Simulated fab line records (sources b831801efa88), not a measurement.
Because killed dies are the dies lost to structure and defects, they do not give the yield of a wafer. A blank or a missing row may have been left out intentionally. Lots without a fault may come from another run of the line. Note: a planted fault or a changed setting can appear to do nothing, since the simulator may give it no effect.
A struck lot beside a sound one || flow sfqLine || 42 steps out of a route of 325
Sound: these wafers, L925.3, L925.5, L925.6. Struck: wafer L934.5 (L934.1, L934.3, from the same lot, were not struck and are left out); the cause is given at the end.
Each step with rows lists, per side, the tool, then ch with its chambers, then its first start. Under that, the readings that differ: sound wafers || struck wafers || difference of the means || sigmas: that difference in standard deviations of wafers without a fault.
alike: same words and numbers on both sides, and readings whose means sit less than 2 such deviations apart. not compared: any withheld reading, any reading some wafer has no value for, any bound like >300 that may hide the same value, and any number with overlapping values for which the record gives no deviation.
A row with sigmas, a row that says differs or no value, or rows on one side alone: a step with any of these is where the two part. Numbers that don't overlap but have no deviation are shown without sigmas and don't part them. A reading missing from all wafers of one side parts the sides only when that side holds two or more wafers.

first, 6 steps without rows for these wafers: SFQ_TRILAYER_I2_VIA_LITHO_COAT_072 (resist thk 62 nm); SFQ_TRILAYER_I2_VIA_LITHO_COAT_067 (resist thk 650 nm); SFQ_TRILAYER_I2_VIA_LITHO_SOFTBAKE_071; SFQ_TRILAYER_I2_VIA_LITHO_EXPOSE_068 (exposes mask I2, target cd 500 nm); SFQ_TRILAYER_I2_VIA_LITHO_PEB_070 (peb time 60 s); SFQ_TRILAYER_I2_VIA_LITHO_DEVELOP_069 (time 60 s).
SFQ_I2_OVL_MEAS_918:
  sound: overlay-02 at day 24 16:07; struck: overlay-01 at day 39 09:29
{"reading": "I2_OVL (nm)", "sound": "5 3 2", "struck": -11, "difference": -14, "sigmas": -2}
then, 2 steps without rows for these wafers: SFQ_TRILAYER_I2_VIA_BARC_OPEN_VIA_ETCH_096 (etches BARC in O2, target depth 125 nm, time 41.7 s); SFQ_TRILAYER_I2_VIA_ETCH_VIA_ETCH_070 (etches SiO2 in CHF3, stops on Nb, target depth 260 nm).
SFQ_TRILAYER_I2_VIA_STRIP_STRIP_071: strips in O2.
  sound on rieMetal-02 ch 0, day 24 16:41; struck on rieMetal-01 ch 1, day 39 09:40
{"reading": "drypumpMotorCurrentA (A)", "sound": "4.8 4.8 4.9", "struck": 6.0, "difference": "+1.2", "sigmas": "+2"}
  alike: oesProductAu
  not compared: rfHoursCounterH
then, 2 steps without rows for these wafers: SFQ_TRILAYER_I2_VIA_STRIP_SOLV_CLEAN_072 (cleans in NMP, time 600 s); SFQ_TRILAYER_M3_DEP_PRE_CLEAN_074 (time 22.5 s).
SFQ_TRILAYER_M3_DEP_SPUTTER_073: material Nb, target thk 200 nm, time 133.3 s.
  sound: pvdSputter-06 at day 24 17:42; struck: pvdSputter-03 at day 39 10:29
{"reading": "throttleValvePct (%)", "sound": "28.8 27.9 30.6", "struck": 31.5, "difference": "+2.4", "sigmas": "+2"}
{"reading": "model.Nb_of_TRILAYER_M3_DEP_SPUTTER_073.thkNm (nm)", "sound": "201 199.7 199.5", "struck": 187.1, "difference": -13.0, "sigmas": ""}
SFQ_M3_RS_MEAS_919: uses a four-point probe to measure.
  sound: filmMetro-01 at day 24 17:50; struck: filmMetro-01 at day 39 10:35
{"reading": "M3_NB_RS (ohm/sq)", "sound": "0.887 0.893 0.893", "struck": 0.953, "difference": "+0.062", "sigmas": "+7"}
then, 6 steps without rows for these wafers: SFQ_TRILAYER_M3_LITHO_COAT_080 (resist thk 62 nm); SFQ_TRILAYER_M3_LITHO_COAT_075 (resist thk 600 nm); SFQ_TRILAYER_M3_LITHO_SOFTBAKE_079; SFQ_TRILAYER_M3_LITHO_EXPOSE_076 (exposes mask M3, target cd 500 nm); SFQ_TRILAYER_M3_LITHO_PEB_078 (peb time 60 s); SFQ_TRILAYER_M3_LITHO_DEVELOP_077 (time 60 s).
-- the record jumps here: 5 days lie between the struck wafers' starts before and after --
SFQ_M3_OVL_MEAS_921:
  sound: overlay-01 at day 25 07:49; struck: overlay-02 at day 44 07:16
  alike: M3_OVL
then, 1 step without rows for these wafers: SFQ_TRILAYER_M3_BARC_OPEN_METAL_ETCH_100 (etches BARC in O2, target depth 125 nm, time 41.7 s).
SFQ_TRILAYER_M3_ETCH_METAL_ETCH_078: etches Nb in Cl2/Ar, stops on SiO2, target depth 240 nm, time 120 s.
  sound on rieMetal-03 ch 0,1, day 25 07:56; struck on rieMetal-01 ch 0, day 44 07:21
{"reading": "oesProductAu (a.u.)", "sound": "0.896 0.889 0.890", "struck": 0.864, "difference": -0.028, "sigmas": -4}
  alike: biasW, drypumpMotorCurrentA
  not compared: rfHoursCounterH
SFQ_TRILAYER_M3_STRIP_STRIP_079: strips in O2.
  sound on rieMetal-03 ch 0,1, day 25 08:13; struck on rieMetal-01 ch 0, day 44 07:29
  alike: drypumpMotorCurrentA, oesProductAu
  not compared: rfHoursCounterH
then, 2 steps without rows for these wafers: SFQ_TRILAYER_M3_STRIP_SOLV_CLEAN_080 (cleans in NMP, time 600 s); SFQ_TRILAYER_I3_DEP_PECVD_081 (deposits SiO2 from SiH4/N2O, time 111.11 s, target thk 500 nm).
SFQ_TRILAYER_I3_CMP_CMP_082: polishes SiO2.
  sound on cmp-02 ch 0,2,3, day 25 19:23; struck on cmp-01 ch 0, day 46 06:20
  alike: motorCurrentA, platenRpm, timeToEndpointS
SFQ_I3_BOW_MEAS_922:
  sound: filmMetro-04 at day 25 20:55; struck: filmMetro-04 at day 46 06:50
  alike: I3_BOW
SFQ_TRILAYER_I3_METRO_MEASURE_083:
  sound: filmMetro-04 at day 25 21:24; struck: filmMetro-04 at day 46 06:57
  alike: thkNm
then, 6 steps without rows for these wafers: SFQ_TRILAYER_I3_VIA_LITHO_COAT_090 (resist thk 62 nm); SFQ_TRILAYER_I3_VIA_LITHO_COAT_085 (resist thk 650 nm); SFQ_TRILAYER_I3_VIA_LITHO_SOFTBAKE_089; SFQ_TRILAYER_I3_VIA_LITHO_EXPOSE_086 (exposes mask I3, target cd 500 nm); SFQ_TRILAYER_I3_VIA_LITHO_PEB_088 (peb time 60 s); SFQ_TRILAYER_I3_VIA_LITHO_DEVELOP_087 (time 60 s).
SFQ_I3_OVL_MEAS_923:
  sound: overlay-02 at day 32 10:32; struck: overlay-02 at day 46 11:58
  alike: I3_OVL
then, 2 steps without rows for these wafers: SFQ_TRILAYER_I3_VIA_BARC_OPEN_VIA_ETCH_121 (etches BARC in O2, target depth 125 nm, time 41.7 s); SFQ_TRILAYER_I3_VIA_ETCH_VIA_ETCH_088 (etches SiO2 in CHF3, stops on Nb, target depth 260 nm).
SFQ_TRILAYER_I3_VIA_STRIP_STRIP_089: strips in O2.
  sound on rieMetal-04 ch 0, day 32 11:07; struck on rieMetal-03 ch 0, day 46 12:10
  alike: drypumpMotorCurrentA, oesProductAu
  not compared: rfHoursCounterH
then, 2 steps without rows for these wafers: SFQ_TRILAYER_I3_VIA_STRIP_SOLV_CLEAN_090 (cleans in NMP, time 600 s); SFQ_TRILAYER_M4_DEP_PRE_CLEAN_092 (time 22.5 s).
-- the record jumps here: 33 days lie between the struck wafers' starts before and after --
SFQ_M8_BOW_MEAS_951:
  sound: filmMetro-02 at day 76 12:08; struck: filmMetro-04 at day 79 09:53
{"reading": "model.etest.m3.ohmUm", "sound": "1.771 1.789 1.784", "struck": 1.916, "difference": "+0.135", "sigmas": ""}
{"reading": "model.etest.i2.linkOhm", "sound": "1.957 1.979 1.968", "struck": 2.033, "difference": "+0.065", "sigmas": ""}
{"reading": "model.etest.i3.linkOhm", "sound": "1.968 1.971 1.953", "struck": 2.023, "difference": "+0.059", "sigmas": ""}
{"reading": "model.etest.m3.ohmSq", "sound": "0.8852 0.891 0.8917", "struck": 0.9509, "difference": "+0.0616", "sigmas": ""}
  alike: M8_BOW

WHERE THEY PART
Earliest at SFQ_I2_OVL_MEAS_918; latest, in this record, at SFQ_TRILAYER_M3_ETCH_METAL_ETCH_078. Later steps at which nothing parts them and some readings are alike: SFQ_TRILAYER_M3_STRIP_STRIP_079, SFQ_TRILAYER_I3_CMP_CMP_082, SFQ_I3_BOW_MEAS_922, SFQ_TRILAYER_I3_METRO_MEASURE_083, SFQ_I3_OVL_MEAS_923, SFQ_TRILAYER_I3_VIA_STRIP_STRIP_089, SFQ_M8_BOW_MEAS_951.

WHY: what had been put in by the simulator
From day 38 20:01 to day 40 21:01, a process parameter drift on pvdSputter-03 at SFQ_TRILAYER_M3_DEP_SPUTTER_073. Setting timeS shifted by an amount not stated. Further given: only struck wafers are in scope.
